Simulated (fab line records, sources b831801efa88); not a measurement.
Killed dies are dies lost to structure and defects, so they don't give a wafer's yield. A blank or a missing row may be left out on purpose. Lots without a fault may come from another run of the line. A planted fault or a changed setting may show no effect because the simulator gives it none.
Which tool did it? | flow sfq_line | 15 lots, 43 wafers sampled, at 5 steps of a route of 325

WHAT THE GAUGES READ, wafer by wafer
SFQ_R5_THK_MEAS_934: measures by xrf.
lot  | measured     | on            | R5_MONX_THK (nm)
L727 | day 55 17:50 | film_metro-03 | 39.6 39.2 38.8
L728 | day 56 02:50 | film_metro-01 | 39.2 39.4 39.0
L729 | day 56 05:50 | film_metro-03 | 40.3 39.0 39.1
L730 | day 56 08:51 | film_metro-03 | 39.6 39.7 39.8
L735 | day 61 21:51 | film_metro-03 | 39.6 39.6 39.6
L736 | day 61 21:58 | film_metro-02 | 39.5 39.1
L737 | day 62 01:01 | film_metro-01 | 40.4 40.3
L739 | day 63 12:50 | film_metro-03 | 39.6 39.3 40.7
L740 | day 63 21:50 | film_metro-02 | 38.7 38.8 38.7
L745 | day 70 02:59 | film_metro-03 | 39.9 39.4 38.9
L746 | day 70 06:07 | film_metro-03 | 38.9 39.1 39.0
L747 | day 70 15:46 | film_metro-03 | 39.2 38.8 39.1
L748 | day 71 00:11 | film_metro-02 | 39.5 39.5 39.8
L749 | day 71 09:36 | film_metro-03 | 39.2 39.3 39.2
L750 | day 71 17:15 | film_metro-02 | 39.2 39.8 39.3

SFQ_I5_OVL_MEAS_936.
lot  | measured     | on         | I5_OVL (nm)
L727 | day 58 04:59 | overlay-02 | 2 0 -7
L728 | day 60 03:47 | overlay-01 | -3 -4 -7
L729 | day 60 09:42 | overlay-01 | 0 5 -2
L730 | day 60 13:18 | overlay-02 | -2 -1 1
L735 | day 62 22:39 | overlay-02 | 3 5 -5
L736 | day 62 23:51 | overlay-02 | 4 -3
L737 | day 63 03:28 | overlay-02 | -6 -5
L739 | day 64 13:56 | overlay-02 | 2 8 10
L740 | day 64 18:38 | overlay-02 | 3 -5 0
L745 | day 70 09:38 | overlay-01 | 10 6 7
L746 | day 70 11:38 | overlay-02 | -2 0 -3
L747 | day 70 21:17 | overlay-02 | 3 3 7
L748 | day 71 05:41 | overlay-01 | 2 3 0
L749 | day 71 15:22 | overlay-01 | -4 -11 -5
L750 | day 72 15:10 | overlay-01 | 12 10 10

SFQ_M6_RS_MEAS_938: measures by four-point-probe.
lot  | measured     | on            | M6_NB_RS (ohm/sq)
L727 | day 61 12:53 | film_metro-04 | 0.891 0.893 0.892
L728 | day 64 18:00 | film_metro-03 | 0.895 0.899 0.900
L729 | day 65 01:12 | film_metro-03 | 0.890 0.884 0.890
L730 | day 65 06:01 | film_metro-04 | 0.891 0.884 0.895
L735 | day 67 05:10 | film_metro-01 | 0.898 0.908 0.893
L736 | day 67 07:34 | film_metro-03 | 0.898 0.943
L737 | day 67 14:04 | film_metro-04 | 0.887 0.927
L739 | day 68 07:58 | film_metro-01 | 0.908 0.902 0.943
L740 | day 68 10:22 | film_metro-01 | 0.885 0.883 0.887
L745 | day 72 07:49 | film_metro-01 | 0.887 0.879 0.886
L746 | day 74 08:52 | film_metro-04 | 0.885 0.877 0.873
L747 | day 74 10:47 | film_metro-03 | 0.892 0.888 0.896
L748 | day 75 00:50 | film_metro-03 | 0.886 0.894 0.884
L749 | day 75 09:13 | film_metro-03 | 0.885 0.870 0.888
L750 | day 76 11:36 | film_metro-04 | 0.904 0.914 0.890

WHICH TOOL RAN EACH LOT (tool, then ch and the chambers of the sampled wafers, then the start)
lot  | SFQ_TRILAYER_R5_DEP_SPUTTER_134 | SFQ_TRILAYER_M6_DEP_SPUTTER_157
L727 | pvd_sputter-06, day 55 17:41    | pvd_sputter-04, day 61 12:48
L728 | pvd_sputter-06, day 56 02:41    | pvd_sputter-06, day 64 17:55
L729 | pvd_sputter-04, day 56 05:41    | pvd_sputter-06, day 65 01:05
L730 | pvd_sputter-06, day 56 08:41    | pvd_sputter-06, day 65 05:53
L735 | pvd_sputter-06, day 61 21:42    | pvd_sputter-04, day 67 05:04
L736 | pvd_sputter-04, day 61 21:50    | pvd_sputter-06, day 67 07:28
L737 | pvd_sputter-05, day 62 00:50    | pvd_sputter-06, day 67 13:56
L739 | pvd_sputter-05, day 63 12:42    | pvd_sputter-06, day 68 07:53
L740 | pvd_sputter-05, day 63 21:42    | pvd_sputter-04, day 68 10:17
L745 | pvd_sputter-06, day 70 02:50    | pvd_sputter-06, day 72 07:43
L746 | pvd_sputter-06, day 70 05:59    | pvd_sputter-03, day 74 08:47
L747 | pvd_sputter-04, day 70 15:38    | pvd_sputter-04, day 74 10:42
L748 | pvd_sputter-04, day 71 00:02    | pvd_sputter-06, day 75 00:43
L749 | pvd_sputter-06, day 71 09:27    | pvd_sputter-03, day 75 09:07
L750 | pvd_sputter-06, day 71 17:07    | pvd_sputter-04, day 76 11:31
- SFQ_TRILAYER_R5_DEP_SPUTTER_134: material Ti, target thk 5 nm, time 5 s.
- SFQ_TRILAYER_M6_DEP_SPUTTER_157: material Nb, target thk 200 nm, time 133.3 s.

WHAT THE TOOLS THEMSELVES READ (means of the sampled wafers that have a number; where no wafer has one, the mark that the record gives instead)
SFQ_TRILAYER_R5_DEP_SPUTTER_134.
lot  | tool           | base_pressure_pa (Pa) | throttle_valve_pct (%)
L727 | pvd_sputter-06 | 1.34e-06              | 29.9
L728 | pvd_sputter-06 | 1.40e-06              | 30.8
L729 | pvd_sputter-04 | 1.36e-06              | 29.9
L730 | pvd_sputter-06 | 1.33e-06              | 30.9
L735 | pvd_sputter-06 | 1.30e-06              | 30.1
L736 | pvd_sputter-04 | 1.37e-06              | 27.6
L737 | pvd_sputter-05 | 1.30e-06              | 29.6
L739 | pvd_sputter-05 | 1.34e-06              | 30.4
L740 | pvd_sputter-05 | 1.27e-06              | 29.8
L745 | pvd_sputter-06 | 1.31e-06              | 30.3
L746 | pvd_sputter-06 | 1.26e-06              | 29.7
L747 | pvd_sputter-04 | 1.34e-06              | 30.0
L748 | pvd_sputter-04 | 1.32e-06              | 28.7
L749 | pvd_sputter-06 | 1.32e-06              | 30.3
L750 | pvd_sputter-06 | 1.31e-06              | 29.9

SFQ_TRILAYER_M6_DEP_SPUTTER_157.
lot  | tool           | base_pressure_pa (Pa) | throttle_valve_pct (%)
L727 | pvd_sputter-04 | 1.27e-06              | 27.8
L728 | pvd_sputter-06 | 1.32e-06              | 30.8
L729 | pvd_sputter-06 | 1.33e-06              | 29.9
L730 | pvd_sputter-06 | 1.32e-06              | 29.8
L735 | pvd_sputter-04 | 1.33e-06              | 28.8
L736 | pvd_sputter-06 | 1.28e-06              | 30.6
L737 | pvd_sputter-06 | 1.32e-06              | 29.8
L739 | pvd_sputter-06 | 1.37e-06              | 30.2
L740 | pvd_sputter-04 | 1.40e-06              | 29.6
L745 | pvd_sputter-06 | 1.36e-06              | 29.5
L746 | pvd_sputter-03 | 1.37e-06              | 28.6
L747 | pvd_sputter-04 | 1.35e-06              | 29.8
L748 | pvd_sputter-06 | 1.21e-06              | 29.2
L749 | pvd_sputter-03 | 1.38e-06              | 29.1
L750 | pvd_sputter-04 | 1.25e-06              | 28.9

THE ANSWER, worked out from the rows above alone
Rule: what is usual is taken from the lots themselves. Put in order of their means at a reading, lots are off if they are a third of the lots or fewer, leave a main group of 4 or more, and stand apart from it by a gap of 3 or more times the standard deviation of the main group's means; of several such gaps the widest counts. A main group whose means are all the same, to the digits that the tables above print for the reading, isn't used. A lot without any number at a reading at which 4 lots or more have one is off too. The other lots that the step has rows for count as sound. The gauges are gone through in route order, then the tools' own readings, and for those a lot's mean is taken as printed above. The first step at which some lot is off is used, and at that step the reading that is off furthest; a lot without a number counts as furthest.
No lot is off at any reading shown: from this, nothing can be told.

WHAT THE SIMULATOR HAD PUT IN
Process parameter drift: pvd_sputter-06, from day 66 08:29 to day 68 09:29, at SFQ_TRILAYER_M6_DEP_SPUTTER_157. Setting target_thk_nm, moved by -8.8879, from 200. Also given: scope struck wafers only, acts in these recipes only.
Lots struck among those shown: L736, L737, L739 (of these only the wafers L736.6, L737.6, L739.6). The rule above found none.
